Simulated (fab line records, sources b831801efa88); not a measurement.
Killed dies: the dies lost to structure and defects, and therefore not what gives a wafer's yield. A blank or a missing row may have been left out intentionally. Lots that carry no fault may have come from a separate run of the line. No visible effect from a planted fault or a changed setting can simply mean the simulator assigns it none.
Chamber matching | flow sky130 | SKY_PAD_OPEN_ETCH_07 on rie diel-02 has 4 sister chambers
The step etches the open film in CF4/O2, stops on AlCu, target depth 725 nm, time 161.1 s. 4 wafers are shown with their chamber, then 7 later ones without.

== WAFERS PAIRED WITH THEIR CHAMBERS ==
wafer  | chamber | throttle valve pct (%)
L361.4 | 2       | 5.987
L361.5 | 0       | 5.956
L362.1 | 1       | 5.962
L362.3 | 3       | 5.956

== WAFERS WITH NO CHAMBER GIVEN ==
wafer  | throttle valve pct (%)
L362.5 | 5.954
L364.2 | 5.950
L364.3 | 5.984
L364.5 | 5.944
L369.2 | 5.969
L369.3 | 5.967
L369.4 | 5.970

== WHICH CHAMBER EACH ONE RAN IN ==
wafer  | from the rows above               | in truth
L362.5 | can't be placed: 0 or 3 or 1      | 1
L364.2 | can't be placed: 0 or 3 or 1      | 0
L364.3 | 2                                 | 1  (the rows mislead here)
L364.5 | can't be placed: 0 or 3 or 1      | 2
L369.2 | can't be placed: 1 or 0 or 3 or 2 | 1
L369.3 | can't be placed: 1 or 0 or 3      | 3
L369.4 | can't be placed: 1 or 0 or 3 or 2 | 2
Placed correctly: 0 of 7. Cannot be placed on the basis of these rows: 6; the candidates contain the true chamber in 5. Wrongly placed: 1.
How it was worked out, from the rows above alone: a wafer's distance from a chamber is the root of the sum, over the readings, of the square of ((its reading less the chamber's mean) divided by the reading's scatter). The wafer belongs to the nearest chamber; if the next one is less than 2 further off, it can't be placed. A chamber's mean is the mean of its shown wafers. The scatter: with one shown wafer a chamber, the root of the mean of the squares of how far each hidden wafer lies from its nearest shown one.
